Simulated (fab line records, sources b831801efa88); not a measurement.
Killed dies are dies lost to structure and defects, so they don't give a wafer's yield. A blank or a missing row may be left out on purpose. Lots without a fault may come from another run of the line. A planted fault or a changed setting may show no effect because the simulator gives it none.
fab line records | flow gf180mcu
record lots=5 wafers=15 last_day=34
route steps=602 shown M4@472 V4@476 MIM@503
lots that met no fault: from a run of the same line without faults
start_h: hours from the record's first day to the start of the lot's first wafer shown | wait_h: hours since the lot's step before | " the same as in the row above | L1.1+2: a row that stands for several wafers | - no value, or no start given | * or withheld: withheld | < > ~ a bound
route shown NAME@n: a module of which the file shows steps, and the number in the route of the first | usual: mean/standard deviation of fault-free wafers | same: alike in all rows | chamber/n: place in a boat | sites: the reading at each site | _std_site: their standard deviation | _edge_site: outer sites' mean less inner sites' | radius_mm: how far each site lies from the wafer's centre | mask NAME#n: copy n | behind: the tool/chamber that last shaped the wafer | hold: why the lot was held/for how many hours/how that ended | device: the transistor (n, p or np) that didn't switch | end of line: the same wafers' tests at the end of the route | a step without rows: its recipe alone | killed: dies lost to structure and defects at the first sort, not the wafer's yield | map: a wafer's dies, x killed, . not, _ none there
set.NAME: the setting as run; set.NAME@STEP: as run at that earlier step | model.NAME: the simulator's own value behind a step, which no gauge read
lots at some steps of the route; a table a step, a row a wafer
services: from which hour (start_h, from the record's first day; less than 0 if before it) a tool's chamber was out of use, for how many hours, and why
## steps
# step GF_M4_METAL_ETCH_16
# recipe chemistry=Cl2/BCl3 mask_material=KrF target_depth_nm=750.8 stop_on=SiO2 pressure_mtorr=8 icp_w=800 bias_w=140 Cl2_flow_sccm=80 bcl3_flow_sccm=40 time_s=125.1
# usual drypump_motor_current_A=5.8/0.51 oes_product_au=0.989/0.0061 throttle_valve_pct=28.231/0.01
# columns lot.wafer tool chamber start_h wait_h drypump_motor_current_A oes_product_au rf_hours_counter_h throttle_valve_pct
L076.1 rie_metal-03 0 557.04 0.0 6.0 0.992 11 28.226
L076.4 " 1 " " 5.9 0.997 - 28.221
L076.5 " 0 " " 6.0 0.988 - 28.229
L089.1 rie_metal-03 0 663.63 0.0 6.0 1.002 0 28.236
L089.2 " 1 " " 5.9 0.992 14 28.228
L089.5 " 0 " " 5.9 0.991 - 28.234
L095.2 rie_metal-03 0 704.96 0.1 6.0 0.989 - 28.239
L095.4 " 0 " " 6.0 0.995 - 28.226
L095.5 " 0 " " 6.0 0.981 - 28.240
L096.1 rie_metal-02 0 711.59 0.0 6.2 0.987 6 28.227
L096.5 " 1 " " 5.0 1.000 - 28.243
L096.6 " 0 " " 6.2 0.991 - 28.219
L097.1 rie_metal-03 0 713.23 0.0 5.9 0.988 3 28.231
L097.2 " 0 " " 5.9 0.985 - 28.235
L097.6 " 0 " " 5.9 0.986 - 28.240
# step GF_M4_STRIP_17
# recipe chemistry=O2/N2 power_w=1400 pressure_mtorr=1500 platen_temp_c=250 o2_flow_sccm=3000 n2_flow_sccm=300 overash_fraction=0.5
# usual drypump_motor_current_A=5.6/0.54 heater_power_w=312/23 oes_product_au=0.537/0.0042 strip_time_to_endpoint_s=7.40/0.045
# columns lot.wafer tool chamber start_h wait_h drypump_motor_current_A heater_power_w oes_product_au rf_hours_counter_h strip_time_to_endpoint_s
L076.1 plasma_asher-03 0 557.17 0.1 6.0 296 0.537 88 7.37
L076.4 " 0 " " 5.9 296 0.533 - 7.37
L076.5 " 1 " " 6.0 322 0.531 - 7.34
L089.1 plasma_asher-04 1 663.76 0.1 4.8 337 0.541 92 7.34
L089.2 " 0 " " 5.8 276 0.536 92 7.35
L089.5 " 1 " " 4.8 327 0.540 - 7.42
L095.2 plasma_asher-01 0 705.17 0.2 6.4 338 0.536 58 7.42
L095.4 " 1 " " 5.2 334 0.543 - 7.43
L095.5 " 0 " " 6.4 324 0.533 - 7.39
L096.1 plasma_asher-04 1 711.72 0.1 4.9 326 0.540 97 7.36
L096.5 " 1 " " 4.9 330 0.535 - 7.34
L096.6 " 0 " " 5.8 265 0.538 - 7.41
L097.1 plasma_asher-03 0 713.49 0.2 6.0 298 0.537 104 7.37
L097.2 " 1 " " 5.9 320 0.538 104 7.36
L097.6 " 1 " " 6.0 320 0.539 - 7.41
# step GF_M4_STRIP_18
# recipe chemistry=post_etch_residue_remover time_s=1200 temp_c=72.5
# columns lot.wafer tool chamber start_h wait_h
L076.1+4+5 wet_bench-03 1 557.27 0.1
L089.1+2+5 wet_bench-01 1 663.86 0.1
L095.2+4+5 wet_bench-02 3 705.27 0.1
L096.1+5+6 wet_bench-02 2 711.82 0.1
L097.1+2+6 wet_bench-02 2 713.59 0.1
# step GF_M4_CLEAN_19
# recipe chemistry=DIW dry=n2_spin
# columns lot.wafer tool chamber start_h wait_h
L076.1+4+5 wet_bench-03 0 557.61 0.0
L089.1+2+5 wet_bench-03 2 664.20 0.0
L095.2+4+5 wet_bench-02 3 705.61 0.0
L096.1+5+6 wet_bench-03 0 712.16 0.0
L097.1+2+6 wet_bench-03 1 713.93 0.0
# step GF_V4_CVD_00
# recipe material=SiO2 target_thk_nm=600 sigma_open_frac=0.3 temp_c=400 time_s=100 sih4_flow_sccm=60 pressure_mtorr=6
# columns lot.wafer tool chamber start_h wait_h
L076.1+4+5 hdpcvd-01 0,2,1 557.70 0.0
L089.1+2+5 hdpcvd-01 0,1,1 664.30 0.0
L095.2+4+5 hdpcvd-02 1,2,0 705.71 0.0
L096.1+5+6 hdpcvd-01 1,1,0 712.34 0.0
L097.1+2+6 hdpcvd-02 1,0,2 714.12 0.0
# step GF_V4_THK_MEAS_01
# recipe reads=SiO2_of_V4_CVD_00
# usual V4_CVD_00_THK=600/6.8
# columns lot.wafer tool chamber start_h wait_h V4_CVD_00_THK[nm]
L076.1 film_metro-03 - 557.78 0.0 599
L076.4 " - " " 600
L076.5 " - " " 590
L089.1 film_metro-01 - 664.38 0.0 598
L089.2 " - " " 599
L089.5 " - " " 595
L095.2 film_metro-01 - 705.79 0.0 601
L095.4 " - " " 592
L095.5 " - " " 600
L096.1 film_metro-04 - 712.42 0.0 602
L096.5 " - " " 607
L096.6 " - " " 601
L097.1 film_metro-04 - 714.19 0.0 605
L097.2 " - " " 591
L097.6 " - " " 591
# step GF_V4_CVD_02
# recipe material=SiO2 target_thk_nm=850 precursor=TEOS temp_c=400 time_s=94.851 rf_w=600
# usual heater_power_w=693/86
# columns lot.wafer tool chamber start_h wait_h heater_power_w
L076.1 pecvd-04 1 557.84 0.1 581
L076.4 " 0 " " 707
L076.5 " 1 " " 618
L089.1 pecvd-04 1 664.44 0.1 611
L089.2 " 0 " " 767
L089.5 " 0 " " 776
L095.2 pecvd-02 0 705.84 0.0 758
L095.4 " 0 " " 794
L095.5 " 1 " " 548
L096.1 pecvd-04 2 712.48 0.1 736
L096.5 " 1 " " 611
L096.6 " 0 " " 614
L097.1 pecvd-03 2 714.25 0.1 691
L097.2 " 1 " " 776
L097.6 " 2 " " 734
# step GF_V4_THK_MEAS_03
# recipe reads=SiO2_of_V4_CVD_02
# usual V4_CVD_02_THK=850/9.6
# columns lot.wafer tool chamber start_h wait_h V4_CVD_02_THK[nm]
L076.1 film_metro-04 - 557.91 0.0 839
L076.4 " - " " 850
L076.5 " - " " 844
L089.1 film_metro-04 - 664.51 0.0 835
L089.2 " - " " 847
L089.5 " - " " 854
L095.2 film_metro-03 - 705.92 0.0 845
L095.4 " - " " 859
L095.5 " - " " 848
L096.1 film_metro-01 - 712.55 0.0 835
L096.5 " - " " 854
L096.6 " - " " 860
L097.1 film_metro-01 - 714.32 0.0 837
L097.2 " - " " 830
L097.6 " - " " 846
# step GF_V4_CMP_04
# recipe material=SiO2 down_force_psi=4 platen_rpm=60 pad_velocity_m_s=0.94248
# usual motor_current_A=12.1/1.5 retaining_ring_pressure_frac=1.000/0.0052 time_to_endpoint_s=78/4.3
# columns lot.wafer tool chamber start_h wait_h motor_current_A retaining_ring_pressure_frac time_to_endpoint_s
L076.1 cmp-01 2 558.02 0.1 14.5 0.995 70
L076.4 " 3 " " 11.8 0.998 76
L076.5 " 1 " " 10.0 1.006 75
L089.2 cmp-01 2 665.57 1.0 14.3 1.002 78
L089.1 " 3 " " 11.3 1.004 75
L089.5 " 1 " " 10.3 0.992 85
L095.2 cmp-01 2 706.36 0.4 13.7 1.014 75
L095.4 " 0 " " 10.8 0.994 77
L095.5 " 2 " " 13.9 1.008 74
L096.1 cmp-02 2 712.61 0.1 14.7 0.995 73
L096.6 " 2 " " 14.2 0.990 81
L096.5 " 3 " " 12.8 0.998 82
L097.2 cmp-01 2 714.43 0.1 14.6 1.002 69
L097.1 " 3 " " 11.5 1.003 75
L097.6 " 2 " " 13.8 0.997 78
# step GF_V4_BOW_MEAS_05
# recipe mode=bow
# usual V4_BOW=131/10
# columns lot.wafer tool chamber start_h wait_h V4_BOW[um]
L076.1 film_metro-03 - 558.27 0.2 142
L076.4 " - " " 132
L076.5 " - " " 149
L089.1 film_metro-03 - 665.77 0.1 130
L089.2 " - " " 123
L089.5 " - " " 139
L095.2 film_metro-03 - 706.70 0.3 152
L095.4 " - " " 136
L095.5 " - " " 143
L096.1 film_metro-03 - 712.91 0.2 115
L096.5 " - " " 117
L096.6 " - " " 129
L097.1 film_metro-03 - 714.68 0.1 122
L097.2 " - " " 138
L097.6 " - " " 132
# step GF_V4_DEHYDRATE_06
# recipe temp_c=200 time_s=60
# columns lot.wafer tool chamber start_h wait_h
L076.1+4+5 litho_track-04 0 568.36 10.1
L089.1+2+5 litho_track-02 0 674.73 8.9
L095.2+4+5 litho_track-03 0 714.84 8.1
L096.1+5+6 litho_track-02 0 722.43 9.5
L097.1+2+6 litho_track-03 0 723.72 9.0
# step GF_V4_HMDS_07
# recipe prime_time_s=60 prime_temp_c=120
# columns lot.wafer tool chamber start_h wait_h
L076.1+4+5 litho_track-04 0 568.51 0.1
L089.1+2+5 litho_track-02 0 674.88 0.1
L095.2+4+5 litho_track-03 0 714.99 0.1
L096.1+5+6 litho_track-02 0 722.58 0.1
L097.1+2+6 litho_track-03 0 723.87 0.1
# step GF_V4_COAT_08
# recipe resist=BARC temp_c=withheld time_s=withheld spin_rpm=withheld resist_thk_nm=withheld
# columns lot.wafer tool chamber start_h wait_h
L076.1+4+5 litho_track-04 0 568.66 0.1
L089.1+2+5 litho_track-02 0 675.03 0.1
L095.2+4+5 litho_track-03 0 715.14 0.1
L096.1+5+6 litho_track-02 0 722.73 0.1
L097.1+2+6 litho_track-03 0 724.02 0.1
# step GF_V4_COAT_09
# recipe resist=KrF spin_rpm=withheld resist_thk_nm=1000
# columns lot.wafer tool chamber start_h wait_h
L076.1+4+5 litho_track-04 0 - -
L089.1+2+5 litho_track-02 0 - -
L095.2+4+5 litho_track-03 0 - -
L096.1+5+6 litho_track-02 0 - -
L097.1+2+6 litho_track-03 0 - -
# step GF_V4_SOFTBAKE_10
# recipe temp_c=130 time_s=60 resist=KrF
# columns lot.wafer tool chamber start_h wait_h
L076.1+4+5 litho_track-04 0 - -
L089.1+2+5 litho_track-02 0 - -
L095.2+4+5 litho_track-03 0 - -
L096.1+5+6 litho_track-02 0 - -
L097.1+2+6 litho_track-03 0 - -
# step GF_V4_EXPOSE_11
# recipe mask_id=Via4 target_cd_nm=260 na=0.68 source_shape=conventional sigma_outer=0.6 dose_mj=38
# columns lot.wafer tool chamber start_h wait_h mask
L076.1+4+5 krf_scanner-01 0 - - Via4#0
L089.1+2+5 krf_scanner-02 0 - - Via4#0
L095.2+4+5 krf_scanner-02 0 - - Via4#0
L096.1+5+6 krf_scanner-01 0 - - Via4#0
L097.1+2+6 krf_scanner-02 0 - - Via4#0
# step GF_V4_PEB_12
# recipe peb_temp_c=135 peb_time_s=90 resist=KrF
# columns lot.wafer tool chamber start_h wait_h
L076.1+4+5 litho_track-03 0 - -
L089.1+2+5 litho_track-03 0 - -
L095.2+4+5 litho_track-02 0 - -
L096.1+5+6 litho_track-02 0 - -
L097.1+2+6 litho_track-03 0 - -
# step GF_V4_DEVELOP_13
# recipe develop_time_s=60 resist=KrF dev_temp_c=21
# columns lot.wafer tool chamber start_h wait_h
L076.1+4+5 litho_track-03 0 580.42 0.2
L089.1+2+5 litho_track-03 0 685.12 0.2
L095.2+4+5 litho_track-02 0 724.35 0.2
L096.1+5+6 litho_track-02 0 731.48 0.2
L097.1+2+6 litho_track-03 0 732.67 0.2
# step GF_V4_CD_MEAS_14
# recipe target_cd_nm=260
# usual cd_nm=259.9/1.4
# columns lot.wafer tool chamber start_h wait_h cd_nm
L076.1 cd_sem-01 - 595.38 14.9 260.2
L076.4 " - " " 260.4
L076.5 " - " " 260.8
L089.1 cd_sem-02 - 685.27 0.1 258.4
L089.2 " - " " 258.9
L089.5 " - " " 259.6
L095.2 cd_sem-02 - 724.50 0.1 260.2
L095.4 " - " " 260.2
L095.5 " - " " 259.8
L096.1 cd_sem-02 - 731.63 0.1 259.4
L096.5 " - " " 259.6
L096.6 " - " " 259.2
L097.1 cd_sem-01 - 732.82 0.1 258.3
L097.2 " - " " 257.5
L097.6 " - " " 258.7
# step GF_V4_OVL_MEAS_15
# usual V4_OVL=1/4.9
# columns lot.wafer tool chamber start_h wait_h V4_OVL[nm]
L076.1 overlay-02 - 595.50 0.1 7
L076.4 " - " " 6
L076.5 " - " " 7
L089.1 overlay-01 - 685.39 0.1 -2
L089.2 " - " " -2
L089.5 " - " " -6
L095.2 overlay-02 - 724.60 0.1 -9
L095.4 " - " " 1
L095.5 " - " " -5
L096.1 overlay-02 - 731.75 0.1 5
L096.5 " - " " 4
L096.6 " - " " -1
L097.1 overlay-01 - 732.94 0.1 0
L097.2 " - " " -2
L097.6 " - " " -3
# step GF_V4_ETCH_16
# recipe chemistry=N2/H2 target_depth_a=withheld overetch_a=withheld time_s=withheld target=BARC ion_energy_ev=200 source_w=500 bias_w=100 pressure_mtorr=30 n2_flow_sccm=100 h2_flow_sccm=200
# usual drypump_motor_current_A=5.6/0.35 oes_product_au=0.854/0.0038 throttle_valve_pct=13.225/0.0088
# columns lot.wafer tool chamber start_h wait_h drypump_motor_current_A oes_product_au throttle_valve_pct
L076.1 rie_diel-01 0 595.53 0.0 5.4 0.855 13.233
L076.4 " 2 " " 5.7 0.857 13.226
L076.5 " 1 " " 5.8 0.853 13.229
L089.1 rie_diel-01 0 685.42 0.0 5.3 0.851 13.216
L089.2 " 1 " " 5.9 0.857 13.215
L089.5 " 0 " " 5.3 0.854 13.211
L095.2 rie_diel-01 2 724.63 0.0 5.7 0.858 13.233
L095.4 " 1 " " 5.8 0.851 13.221
L095.5 " 1 " " 5.9 0.843 13.225
L096.1 rie_diel-03 0 731.78 0.0 5.1 0.852 13.234
L096.5 " 3 " " 5.5 0.850 13.234
L096.6 " 2 " " 5.6 0.857 13.220
L097.1 rie_diel-04 2 732.97 0.0 5.6 0.853 13.238
L097.2 " 0 " " 5.0 0.853 13.235
L097.6 " 2 " " 5.5 0.860 13.232
# step GF_V4_ETCH_17
# recipe chemistry=C4F8/O2/Ar mask_material=KrF target=SiO2 stop_on=TiN source_w=1500 bias_w=1200 pressure_mtorr=40 c4f8_flow_sccm=withheld O2_flow_sccm=6 Ar_flow_sccm=300 time_s=withheld target_depth_a=6300
# usual oes_product_au=0.856/0.005
# columns lot.wafer tool chamber start_h wait_h oes_product_au
L076.1 rie_diel-01 0 - - 0.857
L076.4 " 2 " " 0.858
L076.5 " 1 " " 0.849
L089.1 rie_diel-01 0 - - 0.859
L089.2 " 1 " " 0.861
L089.5 " 0 " " 0.852
L095.2 rie_diel-01 2 - - 0.860
L095.4 " 1 " " 0.848
L095.5 " 1 " " 0.856
L096.1 rie_diel-03 0 - - 0.857
L096.5 " 3 " " 0.867
L096.6 " 2 " " 0.856
L097.1 rie_diel-04 2 - - 0.858
L097.2 " 0 " " 0.854
L097.6 " 2 " " 0.855
# step GF_V4_STRIP_18
# recipe chemistry=O2/N2 power_w=1400 pressure_mtorr=1500 platen_temp_c=250 o2_flow_sccm=3000 n2_flow_sccm=300 overash_fraction=0.5
# usual drypump_motor_current_A=5.5/0.63 heater_power_w=341/32 oes_product_au=0.592/0.0053
# columns lot.wafer tool chamber start_h wait_h drypump_motor_current_A heater_power_w oes_product_au rf_hours_counter_h
L076.1 plasma_asher-02 0 595.66 - 6.0 354 0.584 16
L076.4 " 1 " " 4.7 380 0.594 -
L076.5 " 0 " " 6.0 350 0.586 -
L089.1 plasma_asher-01 0 685.55 - 6.4 321 0.585 56
L089.2 " 1 " " 5.2 332 0.595 56
L089.5 " 0 " " 6.4 327 0.589 -
L095.2 plasma_asher-02 1 724.76 - 4.7 384 0.593 31
L095.4 " 1 " " 4.7 396 0.599 -
L095.5 " 0 " " 6.0 356 0.593 -
L096.1 plasma_asher-01 0 731.91 - 6.4 324 0.592 61
L096.5 " 0 " " 6.4 324 0.595 -
L096.6 " 1 " " 5.2 333 0.590 -
L097.1 plasma_asher-04 0 733.10 - 5.8 271 0.591 99
L097.2 " 1 " " 4.8 320 0.593 99
L097.6 " 0 " " 5.8 270 0.586 -
# step GF_V4_STRIP_19
# recipe chemistry=post_etch_residue_remover time_s=1200 temp_c=72.5
# columns lot.wafer tool chamber start_h wait_h
L076.1+4+5 wet_bench-02 3 595.76 0.1
L089.1+2+5 wet_bench-04 0 685.65 0.1
L095.2+4+5 wet_bench-04 3 724.86 0.1
L096.1+5+6 wet_bench-01 2 732.01 0.1
L097.1+2+6 wet_bench-02 1 733.20 0.1
# step GF_V4_CLEAN_20
# recipe chemistry=DIW dry=n2_spin
# columns lot.wafer tool chamber start_h wait_h
L076.1+4+5 wet_bench-02 1 596.10 0.0
L089.1+2+5 wet_bench-01 2 686.00 0.0
L095.2+4+5 wet_bench-01 0 725.20 0.0
L096.1+5+6 wet_bench-04 2 732.35 0.0
L097.1+2+6 wet_bench-01 1 733.54 0.0
# step GF_V4_SPUTTER_21
# recipe material=Ti target_thk_nm=15 chamber_pressure_pa=5 power_w=2411 substrate_temp_c=200 time_s=80.02
# usual throttle_valve_pct=30.0/0.94
# columns lot.wafer tool chamber start_h wait_h throttle_valve_pct
L076.1 pvd_sputter-04 - 596.19 0.0 29.4
L076.4 " - " " 28.9
L076.5 " - " " 29.4
L089.1 pvd_sputter-01 - 686.09 0.0 29.8
L089.2 " - " " 31.4
L089.5 " - " " 31.5
L095.2 pvd_sputter-04 - 725.31 0.0 29.4
L095.4 " - " " 29.4
L095.5 " - " " 28.9
L096.1 pvd_sputter-01 - 732.44 0.0 29.8
L096.5 " - " " 30.0
L096.6 " - " " 29.9
L097.1 pvd_sputter-01 - 733.64 0.0 30.0
L097.2 " - " " 31.7
L097.6 " - " " 30.2
# step GF_V4_SPUTTER_22
# recipe material=TiN target_thk_nm=10 chamber_pressure_pa=5 power_w=4000 time_s=40
# usual throttle_valve_pct=30.0/0.94
# columns lot.wafer tool chamber start_h wait_h throttle_valve_pct
L076.1 pvd_sputter-04 - 596.26 0.0 29.4
L076.4 " - " " 28.9
L076.5 " - " " 29.4
L089.1 pvd_sputter-01 - 686.15 0.0 29.9
L089.2 " - " " 31.7
L089.5 " - " " 31.7
L095.2 pvd_sputter-04 - 725.37 0.0 29.4
L095.4 " - " " 29.4
L095.5 " - " " 29.0
L096.1 pvd_sputter-01 - 732.51 0.0 30.0
L096.5 " - " " 30.0
L096.6 " - " " 30.3
L097.1 pvd_sputter-01 - 733.70 0.0 30.3
L097.2 " - " " 31.6
L097.6 " - " " 30.4
# step GF_V4_CVD_23
# recipe material=W target_thk_nm=350 time_s=104.9 temp_c=400 pressure_torr=40
# usual heater_power_w=876/75
# columns lot.wafer tool chamber start_h wait_h heater_power_w
L076.1 cvd_w-02 1 596.29 0.0 920
L076.4 " 1 " " 924
L076.5 " 1 " " 921
L089.1 cvd_w-01 1 686.19 0.0 734
L089.2 " 0 " " 944
L089.5 " 1 " " 738
L095.2 cvd_w-01 1 725.41 0.0 754
L095.4 " 1 " " 763
L095.5 " 0 " " 958
L096.1 cvd_w-01 1 732.54 0.0 738
L096.5 " 1 " " 756
L096.6 " 0 " " 958
L097.1 cvd_w-02 1 733.74 0.0 932
L097.2 " 0 " " 860
L097.6 " 1 " " 918
# step GF_V4_RS_MEAS_24
# recipe thk_meas_gauge=four-point-probe reads=W_of_V4_CVD_23+TiN_of_V4_SPUTTER_22+Ti_of_V4_SPUTTER_21
# usual V4_W_RS=0.327/0.0057
# columns lot.wafer tool chamber start_h wait_h V4_W_RS[ohm/sq]
L076.1 film_metro-04 - 596.52 0.2 0.330
L076.4 " - " " 0.327
L076.5 " - " " 0.326
L089.1 film_metro-03 - 686.30 0.1 0.334
L089.2 " - " " 0.339
L089.5 " - " " 0.332
L095.2 film_metro-04 - 725.54 0.1 0.330
L095.4 " - " " 0.328
L095.5 " - " " 0.332
L096.1 film_metro-01 - 732.66 0.1 0.329
L096.5 " - " " 0.328
L096.6 " - " " 0.332
L097.1 film_metro-03 - 733.85 0.1 0.320
L097.2 " - " " 0.316
L097.6 " - " " 0.324
# step GF_V4_THK_MEAS_25
# recipe thk_meas_gauge=xrf reads=W_of_V4_CVD_23
# usual V4_W_THK=353/6
# columns lot.wafer tool chamber start_h wait_h V4_W_THK[nm]
L076.1 film_metro-04 - 596.64 0.1 354
L076.4 " - " " 357
L076.5 " - " " 356
L089.1 film_metro-03 - 686.42 0.1 348
L089.2 " - " " 342
L089.5 " - " " 350
L095.2 film_metro-04 - 725.65 0.1 352
L095.4 " - " " 354
L095.5 " - " " 348
L096.1 film_metro-01 - 732.78 0.1 353
L096.5 " - " " 353
L096.6 " - " " 349
L097.1 film_metro-03 - 733.97 0.1 358
L097.2 " - " " 360
L097.6 " - " " 353
# step GF_V4_CMP_26
# recipe stop_on=SiO2 down_force_psi=3.5 platen_rpm=60 t_overpolish_s=15 target_thk_nm=0 pad_velocity_m_s=0.94248
# usual motor_current_A=11.0/1.3 overpolish_run_s=15.000/0.0093 retaining_ring_pressure_frac=1.001/0.0049 time_to_endpoint_s=85/3.1
# columns lot.wafer tool chamber start_h wait_h motor_current_A overpolish_run_s retaining_ring_pressure_frac time_to_endpoint_s
L076.1 cmp-02 0 596.70 0.1 11.2 15.005 0.998 85
L076.4 " 3 " " 13.1 15.005 1.002 89
L076.5 " 1 " " 10.7 15.000 0.995 88
L089.2 cmp-01 2 686.48 0.0 12.3 15.004 0.994 84
L089.1 " 1 " " 8.9 15.003 1.002 81
L089.5 " 2 " " 12.8 14.991 0.993 81
L095.4 cmp-02 1 725.77 0.1 10.1 15.003 1.004 88
L095.2 " 3 " " 12.6 14.998 1.003 89
L095.5 " 1 " " 10.3 15.015 1.000 86
L096.1 cmp-02 3 732.99 0.2 12.7 14.993 0.999 88
L096.5 " 0 " " 11.6 15.011 1.004 82
L096.6 " 1 " " 10.0 15.009 1.000 87
L097.1 cmp-01 0 734.03 0.1 9.7 15.006 1.006 84
L097.2 " 3 " " 10.7 15.005 1.001 86
L097.6 " 1 " " 9.5 14.992 0.999 84
# step GF_MIM_SPUTTER_00
# recipe material=Ti target_thk_nm=37.5 arriving_ion_energy_ev=80 substrate_temp_c=200 chamber_pressure_pa=2 power_w=4000 time_s=150
# usual throttle_valve_pct=29.9/0.93
# columns lot.wafer tool chamber start_h wait_h throttle_valve_pct
L076.1 pvd_sputter-01 - 597.00 0.2 30.6
L076.4 " - " " 30.2
L076.5 " - " " 30.0
L089.1 pvd_sputter-01 - 686.78 0.1 31.7
L089.2 " - " " 30.1
L089.5 " - " " 29.8
L095.2 pvd_sputter-01 - 726.07 0.1 30.3
L095.4 " - " " 32.0
L095.5 " - " " 30.1
L096.1 pvd_sputter-02 - 733.14 0.1 29.6
L096.5 " - " " 30.5
L096.6 " - " " 31.3
L097.1 pvd_sputter-02 - 734.33 0.2 31.4
L097.2 " - " " 30.7
L097.6 " - " " 29.3
# step GF_MIM_SPUTTER_01
# recipe material=TiN target_thk_nm=30 power_w=6500 time_s=25 chamber_pressure_pa=0.4
# usual throttle_valve_pct=29.9/0.92
# columns lot.wafer tool chamber start_h wait_h throttle_valve_pct
L076.1 pvd_sputter-01 - 597.10 0.1 30.4
L076.4 " - " " 29.9
L076.5 " - " " 30.1
L089.1 pvd_sputter-01 - 686.88 0.1 31.4
L089.2 " - " " 30.1
L089.5 " - " " 29.9
L095.2 pvd_sputter-01 - 726.17 0.1 30.0
L095.4 " - " " 31.6
L095.5 " - " " 30.1
L096.1 pvd_sputter-02 - 733.24 0.1 29.4
L096.5 " - " " 30.6
L096.6 " - " " 31.3
L097.1 pvd_sputter-02 - 734.43 0.1 31.3
L097.2 " - " " 30.4
L097.6 " - " " 29.2
# step GF_MIM_SPUTTER_02
# recipe material=AlCu target_thk_nm=450 power_w=10600 time_s=23.9 chamber_pressure_pa=0.4
# usual throttle_valve_pct=29.8/0.92
# columns lot.wafer tool chamber start_h wait_h throttle_valve_pct
L076.1 pvd_sputter-01 - 597.13 0.0 30.0
L076.4 " - " " 30.1
L076.5 " - " " 29.7
L089.1 pvd_sputter-01 - 686.91 0.0 31.6
L089.2 " - " " 30.0
L089.5 " - " " 29.9
L095.2 pvd_sputter-01 - 726.20 0.0 30.3
L095.4 " - " " 31.6
L095.5 " - " " 30.5
L096.1 pvd_sputter-02 - 733.27 0.0 29.4
L096.5 " - " " 30.6
L096.6 " - " " 31.3
L097.1 pvd_sputter-02 - 734.46 0.0 31.2
L097.2 " - " " 30.5
L097.6 " - " " 29.2
# step GF_MIM_SPUTTER_03
# recipe material=Ti target_thk_nm=10 substrate_temp_c=300 chamber_pressure_pa=0.3 power_w=3000 time_s=6.7
# usual throttle_valve_pct=29.8/0.93
# columns lot.wafer tool chamber start_h wait_h throttle_valve_pct
L076.1 pvd_sputter-01 - 597.16 0.0 30.3
L076.4 " - " " 30.0
L076.5 " - " " 30.0
L089.1 pvd_sputter-01 - 686.94 0.0 31.4
L089.2 " - " " 29.9
L089.5 " - " " 29.9
L095.2 pvd_sputter-01 - 726.23 0.0 30.0
L095.4 " - " " 31.5
L095.5 " - " " 30.2
L096.1 pvd_sputter-02 - 733.30 0.0 29.4
L096.5 " - " " 30.7
L096.6 " - " " 31.4
L097.1 pvd_sputter-02 - 734.49 0.0 31.1
L097.2 " - " " 30.3
L097.6 " - " " 29.1
# step GF_MIM_SPUTTER_04
# recipe material=TiN target_thk_nm=50 power_w=6500 time_s=41.7 chamber_pressure_pa=0.4
# usual throttle_valve_pct=29.8/0.91
# columns lot.wafer tool chamber start_h wait_h throttle_valve_pct
L076.1 pvd_sputter-01 - 597.18 0.0 30.2
L076.4 " - " " 29.8
L076.5 " - " " 29.9
L089.1 pvd_sputter-01 - 686.96 0.0 31.8
L089.2 " - " " 30.0
L089.5 " - " " 30.1
L095.2 pvd_sputter-01 - 726.25 0.0 30.5
L095.4 " - " " 31.6
L095.5 " - " " 30.5
L096.1 pvd_sputter-02 - 733.32 0.0 29.2
L096.5 " - " " 30.6
L096.6 " - " " 31.3
L097.1 pvd_sputter-02 - 734.51 0.0 31.2
L097.2 " - " " 30.4
L097.6 " - " " 29.4
# step GF_MIM_CVD_05
# recipe material=Si3N4 target_thk_nm=42 temp_max_c=400 temp_c=385 time_s=29.086 rf_w=450
# usual heater_power_w=686/59
# columns lot.wafer tool chamber start_h wait_h heater_power_w
L076.1 pecvd-03 1 597.22 0.0 788
L076.4 " 0 " " 740
L076.5 " 1 " " 795
L089.1 pecvd-03 2 687.00 0.0 660
L089.2 " 1 " " 714
L089.5 " 0 " " 734
L095.2 pecvd-04 0 726.29 0.0 745
L095.4 " 1 " " 641
L095.5 " 2 " " 641
L096.1 pecvd-04 2 733.36 0.0 792
L096.5 " 2 " " 783
L096.6 " 0 " " 676
L097.1 pecvd-04 2 734.55 0.0 662
L097.2 " 1 " " 659
L097.6 " 1 " " 647
# step GF_MIM_THK_MEAS_06
# recipe reads=Si3N4_of_MIM_CVD_05
# usual MIM_CVD_05_THK=42.0/0.51
# columns lot.wafer tool chamber start_h wait_h MIM_CVD_05_THK[nm]
L076.1 film_metro-01 - 597.25 0.0 41.7
L076.4 " - " " 42.3
L076.5 " - " " 42.2
L089.1 film_metro-04 - 687.03 0.0 41.6
L089.2 " - " " 41.7
L089.5 " - " " 41.4
L095.2 film_metro-01 - 726.33 0.0 42.0
L095.4 " - " " 42.9
L095.5 " - " " 43.4
L096.1 film_metro-01 - 733.39 0.0 41.8
L096.5 " - " " 42.4
L096.6 " - " " 42.6
L097.1 film_metro-04 - 734.58 0.0 42.2
L097.2 " - " " 41.6
L097.6 " - " " 42.6
# step GF_MIM_SPUTTER_07
# recipe material=TiN target_thk_nm=60 power_w=6500 time_s=50 chamber_pressure_pa=0.4
# usual throttle_valve_pct=29.8/0.96
# columns lot.wafer tool chamber start_h wait_h throttle_valve_pct
L076.1 pvd_sputter-02 - 597.31 0.1 28.5
L076.4 " - " " 31.6
L076.5 " - " " 31.5
L089.1 pvd_sputter-02 - 687.09 0.1 29.5
L089.2 " - " " 30.5
L089.5 " - " " 28.3
L095.2 pvd_sputter-04 - 726.38 0.0 29.0
L095.4 " - " " 29.5
L095.5 " - " " 29.4
L096.1 pvd_sputter-04 - 733.45 0.1 29.5
L096.5 " - " " 28.9
L096.6 " - " " 29.4
L097.1 pvd_sputter-04 - 734.64 0.1 29.1
L097.2 " - " " 29.2
L097.6 " - " " 29.4
## services
# columns tool chamber start_h hours kind
wet_bench-04 - 535.53 10.9 repair
hdpcvd-01 - 539.25 15.0 pm
pecvd-03 - 547.93 0.9 repair
cmp-02 - 552.23 2.1 repair
pecvd-04 0 564.58 6.0 repair
pecvd-04 - 575.91 1.5 repair
pecvd-04 - 577.35 0.5 repair
cmp-02 - 579.66 4.1 pm
cmp-01 - 580.98 2.7 repair
cmp-01 - 581.24 3.9 repair
cmp-01 - 585.19 6.6 pm
cmp-01 - 591.76 4.0 pm
pvd_sputter-04 - 600.02 10.3 repair
rie_diel-01 3 647.77 42.6 repair
pvd_sputter-01 - 649.69 4.1 repair
cmp-02 - 663.03 7.2 pm
wet_bench-03 - 670.04 1.5 repair
cmp-01 - 671.23 8.1 pm
pecvd-04 1 674.66 6.0 repair
cmp-02 - 686.00 1.0 repair
cmp-01 - 687.21 3.3 repair
rie_diel-01 - 688.93 1.0 repair
cmp-02 - 703.63 3.8 repair
pvd_sputter-02 - 713.70 7.1 repair
## key
fault none
